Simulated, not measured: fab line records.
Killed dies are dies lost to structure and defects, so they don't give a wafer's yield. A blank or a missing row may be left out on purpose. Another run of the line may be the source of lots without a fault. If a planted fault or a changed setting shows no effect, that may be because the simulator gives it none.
fab line records ; flow sky130
record lots=6; wafers=18; last-day=50
route steps=708 shown SONOS_ONO@180 GATE_OXIDE@187 PAD_OPEN@708
lots that met no fault: from a run of the same line without faults
start-h: start of the lot's first displayed wafer, in hours after the record's first day ; wait-h: time in hours since the lot's previous step ; " as in the row above ; L1.1+2: one row covering several wafers at once ; - no value, or no start was given ; * or withheld: withheld ; < > ~ a bound
route shown NAME@n: NAME is a module with steps in the file, n the number in the route of the first one ; usual: mean and standard deviation over wafers with no fault ; same: alike in all rows ; chamber/n: place in a boat ; sites: per-site readings ; _std_site: their standard deviation ; _edge_site: inner sites' mean taken away from outer sites' mean ; radius-mm: for every site, how far away it sits from the centre of the wafer ; mask NAME#n: copy n ; behind: the most recent tool/chamber to have shaped the wafer ; hold: cause of the lot's hold/its duration in hours/its outcome ; device: the n, p or np transistor that did not switch ; end of line: tests run on the same wafers once the route is complete ; step lacking rows: just its recipe ; killed: the dies lost at the first sort to structure and to defects; this is not the yield of the wafer ; map: a wafer's dies, x killed, . not, _ none there
set.NAME: setting as actually run; set.NAME@STEP: the setting as run at that earlier step ; model.NAME: the simulator's own value behind a step, which no gauge read
lots at selected steps of the route; one table per step, one row per wafer
services: the hour from which a tool's chamber was out of use, counted from the record's first day as start-h (under 0 if before that day), plus the number of hours and why
## steps
# step SKY_SONOS_ONO_DEVELOP_12
# recipe develop-time-s=60; dev-temp-c=23
# step SKY_SONOS_ONO_CD_MEAS_13
# recipe target-cd-nm=410
# usual cd-nm=409.4/2.4
lot.wafer;tool;chamber;start-h;wait-h;cd-nm
L345.2;cd-sem-01;-;306.31;0.1;410.2
L345.3;cd-sem-01;-;306.31;0.1;410.6
L345.6;cd-sem-01;-;306.31;0.1;408.2
L354.1;cd-sem-01;-;360.79;0.1;408.9
L354.3;cd-sem-01;-;360.79;0.1;409.8
L354.5;cd-sem-01;-;360.79;0.1;408.4
L355.1;cd-sem-01;-;370.14;0.1;412.2
L355.4;cd-sem-01;-;370.14;0.1;411.8
L355.5;cd-sem-01;-;370.14;0.1;411.4
L357.1;cd-sem-02;-;385.55;0.1;411.8
L357.5;cd-sem-02;-;385.55;0.1;413.0
L357.6;cd-sem-02;-;385.55;0.1;411.6
L360.1;cd-sem-01;-;422.01;0.1;405.7
L360.2;cd-sem-01;-;422.01;0.1;406.3
L360.4;cd-sem-01;-;422.01;0.1;403.2
L363.2;cd-sem-01;-;443.97;0.1;407.4
L363.3;cd-sem-01;-;443.97;0.1;410.4
L363.4;cd-sem-01;-;443.97;0.1;407.3
# step SKY_SONOS_ONO_OVL_MEAS_14
# usual SONOS_ONO_OVL=-1.4/1.8
lot.wafer;tool;chamber;start-h;wait-h;SONOS_ONO_OVL[nm]
L345.2;overlay-02;-;306.41;0.1;0.2
L345.3;overlay-02;-;306.41;0.1;2.1
L345.6;overlay-02;-;306.41;0.1;-1.5
L354.1;overlay-02;-;360.91;0.1;-0.5
L354.3;overlay-02;-;360.91;0.1;-1.6
L354.5;overlay-02;-;360.91;0.1;-1.3
L355.1;overlay-01;-;370.26;0.1;-1.7
L355.4;overlay-01;-;370.26;0.1;1.2
L355.5;overlay-01;-;370.26;0.1;-1.2
L357.1;overlay-02;-;385.67;0.1;-2.3
L357.5;overlay-02;-;385.67;0.1;0.5
L357.6;overlay-02;-;385.67;0.1;-1.5
L360.1;overlay-01;-;422.13;0.1;-4.7
L360.2;overlay-01;-;422.13;0.1;-3.2
L360.4;overlay-01;-;422.13;0.1;-2.7
L363.2;overlay-02;-;444.07;0.1;-4.0
L363.3;overlay-02;-;444.07;0.1;-2.7
L363.4;overlay-02;-;444.07;0.1;-3.2
# step SKY_SONOS_ONO_ETCH_15
# recipe target-depth-nm=19.52; chemistry=CHF3/O2; source-w=600; bias-w=200; pressure-mtorr=40; chf3-flow-sccm=50; O2_flow_sccm=5; time-s=7.8
# usual chamber-pressure-mTorr=40.00/0.038; drypump-motor-current-A=5.7/0.44; oes-product-au=1.001/0.0074; throttle-valve-pct=8.825/0.0087
lot.wafer;tool;chamber;start-h;wait-h;chamber-pressure-mTorr;drypump-motor-current-A;oes-product-au;rf-hours-counter-h;throttle-valve-pct
L345.2;rie-diel-04;2;306.44;0.0;40.06;5.7;1.001;46;8.820
L345.3;rie-diel-04;1;306.44;0.0;39.95;5.3;0.998;111;8.821
L345.6;rie-diel-04;1;306.44;0.0;40.01;5.3;0.986;-;8.825
L354.1;rie-diel-01;2;360.94;0.0;39.96;6.4;0.990;22;8.818
L354.3;rie-diel-01;3;360.94;0.0;39.96;5.6;1.013;24;8.836
L354.5;rie-diel-01;0;360.94;0.0;40.02;6.0;1.003;-;8.824
L355.1;rie-diel-04;1;370.29;0.0;40.04;5.2;0.999;112;8.828
L355.4;rie-diel-04;2;370.29;0.0;40.04;5.7;1.010;47;8.826
L355.5;rie-diel-04;3;370.29;0.0;39.98;6.2;1.019;-;8.824
L357.1;rie-diel-04;3;385.70;0.0;40.01;6.3;1.020;1;8.846
L357.5;rie-diel-04;0;385.70;0.0;39.94;5.7;1.008;-;8.830
L357.6;rie-diel-04;2;385.70;0.0;39.98;5.8;1.005;-;8.822
L360.1;rie-diel-04;0;422.17;0.0;39.99;5.7;0.998;36;8.835
L360.2;rie-diel-04;1;422.17;0.0;40.01;5.3;0.988;0;8.809
L360.4;rie-diel-04;3;422.17;0.0;39.97;6.3;1.010;2;8.822
L363.2;rie-diel-01;3;444.10;0.0;40.00;5.6;1.007;25;8.826
L363.3;rie-diel-01;2;444.10;0.0;39.95;6.4;1.002;24;8.822
L363.4;rie-diel-01;0;444.10;0.0;40.03;6.0;1.008;2;8.816
# step SKY_SONOS_ONO_WET_ETCH_16
# recipe chemistry=dHF; target-depth-nm=14; dry=n2-spin; target=SiO2; dilution=100:1; temp-c=25; time-s=280
# step SKY_SONOS_ONO_STRIP_17
# recipe chemistry=O2/N2; power-w=1400; pressure-mtorr=1500; platen-temp-c=withheld; o2-flow-sccm=3000; n2-flow-sccm=300; overash-fraction=0.5
# usual chamber-pressure-mTorr=1500.1/1.5; drypump-motor-current-A=5.9/0.47; n2-flow-sccm=299.9/0.93; oes-product-au=0.710/0.0042; strip-time-to-endpoint-s=14.10/0.04
lot.wafer;tool;chamber;start-h;wait-h;chamber-pressure-mTorr;drypump-motor-current-A;n2-flow-sccm;oes-product-au;rf-hours-counter-h;strip-time-to-endpoint-s
L345.2;plasma-asher-03;0;306.55;0.0;1501.6;5.3;299.1;0.714;48;14.12
L345.3;plasma-asher-03;1;306.55;0.0;1499.8;6.4;299.8;0.707;-;14.15
L345.6;plasma-asher-03;1;306.55;0.0;1498.2;6.4;299.9;0.711;-;14.16
L354.1;plasma-asher-01;1;361.06;0.0;1498.1;6.5;301.1;0.709;24;14.09
L354.3;plasma-asher-01;1;361.06;0.0;1499.3;6.5;301.0;0.712;-;14.07
L354.5;plasma-asher-01;1;361.06;0.0;1502.1;6.5;301.5;0.708;-;14.05
L355.1;plasma-asher-04;0;370.40;0.0;1499.6;5.5;298.9;0.712;68;14.10
L355.4;plasma-asher-04;0;370.40;0.0;1500.8;5.6;299.5;0.712;-;14.08
L355.5;plasma-asher-04;1;370.40;0.0;1500.4;5.6;301.2;0.710;-;14.05
L357.1;plasma-asher-04;0;385.81;0.0;1499.9;5.5;301.0;0.707;70;14.15
L357.5;plasma-asher-04;0;385.81;0.0;1501.8;5.5;302.1;0.709;-;14.15
L357.6;plasma-asher-04;1;385.81;0.0;1500.1;5.6;300.3;0.715;-;14.10
L360.1;plasma-asher-03;0;422.28;0.0;1501.9;5.3;300.5;0.708;56;14.03
L360.2;plasma-asher-03;1;422.28;0.0;1502.3;6.4;300.0;0.713;56;14.00
L360.4;plasma-asher-03;1;422.28;0.0;1498.1;6.4;299.8;0.715;-;14.04
L363.2;plasma-asher-04;1;444.22;0.0;1500.3;5.6;300.2;0.712;77;14.08
L363.3;plasma-asher-04;0;444.22;0.0;1497.0;5.5;301.3;0.713;-;14.08
L363.4;plasma-asher-04;1;444.22;0.0;1500.8;5.6;298.4;0.712;-;14.08
# step SKY_SONOS_ONO_WET_ETCH_18
# recipe chemistry=H3PO4; target-depth-nm=15; target=Si3N4; temp-c=160; time-s=172
# step SKY_GATE_OXIDE_CLEAN_00
# recipe chemistry=SC1/SC2; mix=1:4:20; temp-c=70; time-s=150; dry=n2-spin
# step SKY_GATE_OXIDE_OXIDATION_01
# recipe temp-c=900; ambient=O2; stabilise-s=600; purge-s=300; target-thk-a=102.68; ox-time-s=1473
# step SKY_GATE_OXIDE_THK_MEAS_02
# recipe reads=SiO2_of_GATE_OXIDE_OXIDATION_01
# usual GATE_OXIDE_OXIDATION_00_THK=10.36/0.18
lot.wafer;tool;chamber;start-h;wait-h;GATE_OXIDE_OXIDATION_00_THK[nm]
L345.2;film-metro-03;-;308.87;0.0;10.28
L345.3;film-metro-03;-;308.87;0.0;10.28
L345.6;film-metro-03;-;308.87;0.0;10.29
L354.1;film-metro-04;-;363.33;0.0;10.43
L354.3;film-metro-04;-;363.33;0.0;10.61
L354.5;film-metro-04;-;363.33;0.0;10.42
L355.1;film-metro-03;-;373.30;0.0;10.25
L355.4;film-metro-03;-;373.30;0.0;10.13
L355.5;film-metro-03;-;373.30;0.0;10.21
L357.1;film-metro-01;-;387.42;0.0;10.36
L357.5;film-metro-01;-;387.42;0.0;10.31
L357.6;film-metro-01;-;387.42;0.0;10.39
L360.1;film-metro-03;-;424.16;0.0;10.69
L360.2;film-metro-03;-;424.16;0.0;10.58
L360.4;film-metro-03;-;424.16;0.0;10.63
L363.2;film-metro-04;-;445.84;0.0;10.21
L363.3;film-metro-04;-;445.84;0.0;10.41
L363.4;film-metro-04;-;445.84;0.0;10.22
# step SKY_GATE_OXIDE_DEHYDRATE_03
# recipe temp-c=200; time-s=60
# step SKY_GATE_OXIDE_HMDS_04
# recipe prime-time-s=60; prime-temp-c=120
# step SKY_GATE_OXIDE_COAT_05
# recipe resist=NOVOLAK; spin-rpm=3000; resist-thk-nm=1140
# usual chill-plate-temp-C=22.99/0.11; dispense-pressure-kPa=48/3.5
lot.wafer;tool;chamber;start-h;wait-h;chill-plate-temp-C;dispense-pressure-kPa
L345.2;litho-track-02;0;320.62;0.1;23.14;45
L345.3;litho-track-02;0;320.62;0.1;23.02;45
L345.6;litho-track-02;0;320.62;0.1;23.01;45
L354.1;litho-track-01;-;377.39;0.1;-;-
L354.3;litho-track-01;-;377.39;0.1;-;-
L354.5;litho-track-01;-;377.39;0.1;-;-
L355.1;litho-track-03;-;387.07;0.1;-;-
L355.4;litho-track-03;-;387.07;0.1;-;-
L355.5;litho-track-03;-;387.07;0.1;-;-
L357.1;litho-track-01;0;401.49;0.1;22.84;54
L357.5;litho-track-01;0;401.49;0.1;22.83;54
L357.6;litho-track-01;0;401.49;0.1;22.97;54
L360.1;litho-track-02;0;439.00;0.1;23.09;45
L360.2;litho-track-02;0;439.00;0.1;23.21;45
L360.4;litho-track-02;0;439.00;0.1;22.96;45
L363.2;litho-track-02;0;461.22;0.1;22.94;45
L363.3;litho-track-02;0;461.22;0.1;22.90;45
L363.4;litho-track-02;0;461.22;0.1;22.89;45
# step SKY_GATE_OXIDE_SOFTBAKE_06
# recipe temp-c=90; time-s=60; resist=NOVOLAK
# step SKY_GATE_OXIDE_EXPOSE_07
# recipe mask-id=LVOM; na=0.6; source-shape=conventional; sigma-outer=0.6; polarization=unpolarized; target-cd-nm=600; dose-mj=170
# step SKY_GATE_OXIDE_PEB_08
# recipe temp-c=withheld; time-s=*; resist=NOVOLAK
# step SKY_GATE_OXIDE_DEVELOP_09
# recipe resist=NOVOLAK; developer=TMAH; develop-time-s=60; dev-temp-c=23
# step SKY_GATE_OXIDE_OVL_MEAS_10
# usual GATE_OXIDE_OVL=1.1/1.3
lot.wafer;tool;chamber;start-h;wait-h;GATE_OXIDE_OVL[nm]
L345.2;overlay-01;-;333.89;0.1;2.0
L345.3;overlay-01;-;333.89;0.1;1.3
L345.6;overlay-01;-;333.89;0.1;1.5
L354.1;overlay-01;-;392.12;0.1;-
L354.3;overlay-01;-;392.12;0.1;-
L354.5;overlay-01;-;392.12;0.1;-
L355.1;overlay-01;-;401.85;0.1;-
L355.4;overlay-01;-;401.85;0.1;-
L355.5;overlay-01;-;401.85;0.1;-
L357.1;overlay-01;-;415.79;0.1;2.2
L357.5;overlay-01;-;415.79;0.1;0.7
L357.6;overlay-01;-;415.79;0.1;2.0
L360.1;overlay-01;-;455.05;0.1;1.5
L360.2;overlay-01;-;455.05;0.1;1.3
L360.4;overlay-01;-;455.05;0.1;1.7
L363.2;overlay-02;-;476.89;0.1;1.1
L363.3;overlay-02;-;476.89;0.1;1.5
L363.4;overlay-02;-;476.89;0.1;0.8
# step SKY_GATE_OXIDE_IMPLANT_11
# recipe species=B; energy-kev=10; dose-cm2=2.6e+12; tilt-deg=withheld
# step SKY_PAD_OPEN_PROBE_99
# usual killed_at_M0_to_M3=43/6.6; killed_at_M4_up=3.1/1.9; killed-at-contacts=24/5.2; killed-at-front-end=16/4.5; killed-at-other=0.4/0.62; killed-dies=87/9; killed-on-rim=17/3.7; killed-open=48/7; killed-short=39/6.2
# same gross-dies=492; killed-at-back-side=0
lot.wafer;tool;chamber;start-h;wait-h;hold;killed_at_M0_to_M3;killed_at_M4_up;killed-at-contacts;killed-at-front-end;killed-at-other;killed-dies;killed-on-rim;killed-open;killed-short
L345.2;prober-02;-;1103.24;0.1;-;39;3;17;18;0;77;16;44;33
L345.3;prober-02;-;1103.29;0.2;-;40;1;25;14;0;80;14;43;37
L345.6;prober-02;-;1103.44;0.2;-;34;7;23;13;1;78;12;35;42
L354.1;prober-02;-;1146.52;0.1;await-dispo/4.2h/scrap;49;2;22;418;1;492;96;42;47
L354.3;prober-02;-;1146.62;0.2;await-dispo/4.2h/scrap;52;3;28;408;1;492;96;52;48
L354.5;prober-02;-;1146.72;0.2;await-dispo/4.2h/scrap;41;2;19;430;0;492;96;44;37
L355.1;prober-01;-;1150.65;0.1;await-dispo/6.5h/scrap;43;2;25;422;0;492;96;53;41
L355.4;prober-01;-;1150.80;0.2;await-dispo/6.5h/scrap;47;7;19;419;0;492;96;45;41
L355.5;prober-01;-;1150.85;0.2;await-dispo/6.5h/scrap;36;4;31;421;0;492;96;57;32
L357.1;prober-01;-;1162.22;0.1;-;36;7;19;14;0;76;18;36;40
L357.5;prober-01;-;1162.42;0.2;-;49;2;20;13;0;84;18;41;43
L357.6;prober-01;-;1162.47;0.2;-;38;1;23;7;0;69;12;37;32
L360.1;prober-02;-;1183.17;0.1;-;34;4;18;18;0;74;17;45;29
L360.2;prober-02;-;1183.22;0.1;-;38;5;29;13;1;86;18;51;34
L360.4;prober-02;-;1183.32;0.2;-;44;1;23;18;0;86;20;54;32
L363.2;prober-01;-;1207.18;0.1;-;31;4;18;12;1;66;15;35;31
L363.3;prober-01;-;1207.23;0.2;-;37;1;11;14;0;63;13;37;24
L363.4;prober-01;-;1207.28;0.2;-;54;6;20;10;0;90;20;41;48
# killed by level:class
L345.2 LI_CONTACT:geometric-particle:open=7 VIA1:geometric-particle:open=6 POLY_GATE:geometric-particle:open=6 VIA2:geometric-particle:open=6 METAL2:geometric-particle:short=5 CONTACT:geometric-particle:open=4 FIELD_ISO:geometric-particle:open=4 VIA1:geometric-particle:short=4
L345.3 METAL1:geometric-particle:short=12 CONTACT:geometric-particle:open=11 VIA1:geometric-particle:open=10 LOCAL_INTERCONNECT:geometric-particle:short=6 VIA2:geometric-particle:open=6 VIA1:geometric-particle:short=5 POLY_GATE:geometric-particle:open=4 CONTACT:geometric-particle:short=4
L345.6 CONTACT:geometric-particle:open=9 CONTACT:geometric-particle:short=7 POLY_GATE:geometric-particle:short=6 METAL4:geometric-particle:short=5 METAL1:geometric-particle:short=5 VIA1:geometric-particle:open=5 VIA2:geometric-particle:open=5 VIA3:geometric-particle:open=5
L354.1 GATE_OXIDE:area-expose=402 VIA2:geometric-particle:open=11 CONTACT:geometric-particle:open=10 VIA1:geometric-particle:short=8 VIA1:geometric-particle:open=7 FIELD_ISO:geometric-particle:short=6 VIA2:geometric-particle:short=5 CONTACT:geometric-particle:short=5
L354.3 GATE_OXIDE:area-expose=392 VIA3:geometric-particle:open=11 CONTACT:geometric-particle:open=10 LI_CONTACT:geometric-particle:open=9 VIA1:geometric-particle:short=8 METAL2:geometric-particle:short=8 VIA2:geometric-particle:open=7 VIA1:geometric-particle:open=6
L354.5 GATE_OXIDE:area-expose=411 CONTACT:geometric-particle:open=11 VIA3:geometric-particle:open=10 VIA1:geometric-particle:short=9 POLY_GATE:geometric-particle:short=7 VIA2:geometric-particle:open=7 FIELD_ISO:geometric-particle:short=6 VIA1:geometric-particle:open=6
L355.1 GATE_OXIDE:area-expose=398 CONTACT:geometric-particle:open=12 VIA1:geometric-particle:open=10 POLY_GATE:geometric-particle:open=9 CONTACT:geometric-particle:short=6 VIA2:geometric-particle:open=6 VIA2:geometric-particle:short=5 VIA3:geometric-particle:open=5
L355.4 GATE_OXIDE:area-expose=406 VIA1:geometric-particle:open=12 CONTACT:geometric-particle:open=8 VIA1:geometric-particle:short=6 LI_CONTACT:geometric-particle:open=5 VIA3:geometric-particle:open=5 VIA3:geometric-particle:short=5 FIELD_ISO:geometric-particle:short=4
L355.5 GATE_OXIDE:area-expose=403 CONTACT:geometric-particle:open=13 VIA2:geometric-particle:open=12 LI_CONTACT:geometric-particle:open=8 FIELD_ISO:geometric-particle:open=6 VIA3:geometric-particle:open=5 METAL1:geometric-particle:short=5 POLY_GATE:geometric-particle:open=4
L357.1 METAL3:geometric-particle:short=8 LI_CONTACT:geometric-particle:open=7 METAL2:geometric-particle:short=6 VIA2:geometric-particle:open=6 POLY_GATE:geometric-particle:short=5 METAL4:geometric-particle:short=5 CONTACT:geometric-particle:open=5 METAL1:geometric-particle:short=5
L357.5 VIA1:geometric-particle:open=10 METAL1:geometric-particle:short=8 CONTACT:geometric-particle:open=7 LI_CONTACT:geometric-particle:open=6 METAL3:geometric-particle:short=6 METAL2:geometric-particle:short=6 VIA3:geometric-particle:open=5 POLY_GATE:geometric-particle:short=4
L357.6 METAL2:geometric-particle:short=9 LI_CONTACT:geometric-particle:open=8 VIA1:geometric-particle:open=8 CONTACT:geometric-particle:short=6 VIA3:geometric-particle:open=6 CONTACT:geometric-particle:open=5 VIA2:geometric-particle:open=5 LI_CONTACT:geometric-particle:short=4
L360.1 METAL1:geometric-particle:short=8 VIA2:geometric-particle:open=7 POLY_GATE:geometric-particle:open=7 LI_CONTACT:geometric-particle:open=7 CONTACT:geometric-particle:open=6 VIA1:geometric-particle:short=5 FIELD_ISO:geometric-particle:open=5 SPACER:geometric-particle:open=3
L360.2 VIA1:geometric-particle:open=12 LI_CONTACT:geometric-particle:open=10 CONTACT:geometric-particle:open=7 VIA2:geometric-particle:open=6 CONTACT:geometric-particle:short=5 METAL2:geometric-particle:short=5 FIELD_ISO:geometric-particle:open=4 POLY_GATE:geometric-particle:open=4
L360.4 VIA2:geometric-particle:open=10 CONTACT:geometric-particle:open=8 POLY_GATE:geometric-particle:open=7 LI_CONTACT:geometric-particle:open=7 VIA1:geometric-particle:open=6 VIA3:geometric-particle:open=6 FIELD_ISO:geometric-particle:short=5 METAL1:geometric-particle:short=4
L363.2 VIA1:geometric-particle:open=8 VIA2:geometric-particle:open=7 CONTACT:geometric-particle:open=6 METAL2:geometric-particle:short=5 LI_CONTACT:geometric-particle:open=4 POLY_GATE:geometric-particle:short=3 LOCAL_INTERCONNECT:geometric-particle:short=3 VIA1:geometric-particle:short=3
L363.3 VIA1:geometric-particle:open=8 VIA1:geometric-particle:short=6 VIA3:geometric-particle:open=6 VIA2:geometric-particle:open=5 POLY_GATE:geometric-particle:short=4 LI_CONTACT:geometric-particle:open=4 CONTACT:geometric-particle:open=4 METAL2:geometric-particle:short=4
L363.4 METAL2:geometric-particle:short=11 LI_CONTACT:geometric-particle:open=7 CONTACT:geometric-particle:open=7 VIA1:geometric-particle:short=7 VIA1:geometric-particle:open=7 VIA2:geometric-particle:open=6 METAL4:geometric-particle:short=5 METAL3:geometric-particle:short=5
# map L354.1 (x killed, . not)
__________xxxxxxxxxx_________
________xxxxxxxxxxxxxx_______
______xxxxxxxxxxxxxxxxxx_____
_____xxxxxxxxxxxxxxxxxxxx____
____xxxxxxxxxxxxxxxxxxxxxx___
___xxxxxxxxxxxxxxxxxxxxxxxx__
__xxxxxxxxxxxxxxxxxxxxxxxxxx_
_xxxxxxxxxxxxxxxxxxxxxxxxxxxx
_xxxxxxxxxxxxxxxxxxxxxxxxxxxx
_xxxxxxxxxxxxxxxxxxxxxxxxxxxx
_xxxxxxxxxxxxxxxxxxxxxxxxxxxx
_xxxxxxxxxxxxxxxxxxxxxxxxxxxx
_xxxxxxxxxxxxxxxxxxxxxxxxxxxx
_xxxxxxxxxxxxxxxxxxxxxxxxxxxx
_xxxxxxxxxxxxxxxxxxxxxxxxxxxx
__xxxxxxxxxxxxxxxxxxxxxxxxxx_
___xxxxxxxxxxxxxxxxxxxxxxxx__
____xxxxxxxxxxxxxxxxxxxxxx___
_____xxxxxxxxxxxxxxxxxxxx____
______xxxxxxxxxxxxxxxxxx_____
________xxxxxxxxxxxxxx_______
__________xxxxxxxxxx_________
# map L355.1 (x killed, . not)
__________xxxxxxxxxx_________
________xxxxxxxxxxxxxx_______
______xxxxxxxxxxxxxxxxxx_____
_____xxxxxxxxxxxxxxxxxxxx____
____xxxxxxxxxxxxxxxxxxxxxx___
___xxxxxxxxxxxxxxxxxxxxxxxx__
__xxxxxxxxxxxxxxxxxxxxxxxxxx_
_xxxxxxxxxxxxxxxxxxxxxxxxxxxx
_xxxxxxxxxxxxxxxxxxxxxxxxxxxx
_xxxxxxxxxxxxxxxxxxxxxxxxxxxx
_xxxxxxxxxxxxxxxxxxxxxxxxxxxx
_xxxxxxxxxxxxxxxxxxxxxxxxxxxx
_xxxxxxxxxxxxxxxxxxxxxxxxxxxx
_xxxxxxxxxxxxxxxxxxxxxxxxxxxx
_xxxxxxxxxxxxxxxxxxxxxxxxxxxx
__xxxxxxxxxxxxxxxxxxxxxxxxxx_
___xxxxxxxxxxxxxxxxxxxxxxxx__
____xxxxxxxxxxxxxxxxxxxxxx___
_____xxxxxxxxxxxxxxxxxxxx____
______xxxxxxxxxxxxxxxxxx_____
________xxxxxxxxxxxxxx_______
__________xxxxxxxxxx_________
## services
tool;chamber;start-h;hours;kind
rie-diel-04;-;284.90;2.8;pm
rie-diel-01;0;291.81;-;clean
rie-diel-01;0;291.81;17.8;scheduled-down
rie-diel-01;0;291.81;17.8;vent-cycle
rie-diel-04;3;311.03;-;clean
rie-diel-04;3;311.03;20.9;scheduled-down
rie-diel-04;3;311.03;20.9;vent-cycle
plasma-asher-03;-;331.40;5.6;repair
plasma-asher-03;-;350.89;2.3;repair
plasma-asher-03;-;376.49;15.3;repair
rie-diel-04;1;377.56;-;clean
rie-diel-04;1;377.56;28.6;scheduled-down
rie-diel-04;1;377.56;28.6;vent-cycle
plasma-asher-03;-;406.62;11.4;repair
rie-diel-01;-;409.35;0.4;repair
rie-diel-01;2;433.43;2.8;repair
rie-diel-04;2;456.52;4.5;repair
## key
first-sign step=SKY_GATE_OXIDE_COAT_05; reading=tool-record; direction=missing
effect step=SKY_GATE_OXIDE_OVL_MEAS_10; reading=GATE_OXIDE_OVL; direction=missing
effect step=SKY_PAD_OPEN_PROBE_99; reading=killed-at-front-end; direction=up; sigmas=89; usual=16; struck=420
more-kills-born-at SKY_GATE_OXIDE_EXPOSE_07@iline-stepper-01=1207; SKY_GATE_OXIDE_EXPOSE_07@iline-stepper-02=1205
met-at SKY_GATE_OXIDE_COAT_05
struck-wafers L354.1,L354.3,L354.5,L355.1,L355.4,L355.5
later-rows-left-out L354.1,L354.3,L354.5,L355.1,L355.4,L355.5
tester-left-out L354,L355
fault kind=skipped-step-whole; tool=litho-track-01,litho-track-03; chamber=-; onset-h=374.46; steps=SKY_GATE_OXIDE_COAT_05; scope=struck-lots-only
# tester-left-out: of these lots the tester's yield and bins aren't shown, on N5 and GAA mostly nor the transistor test; their killed dies are dies lost to structure and defects alone, not to doping, threshold or leakage, so they don't give the yield
# later-rows-left-out: the simulator's readings of these wafers behind a module that went badly wrong aren't trusted and aren't shown, but for the sort
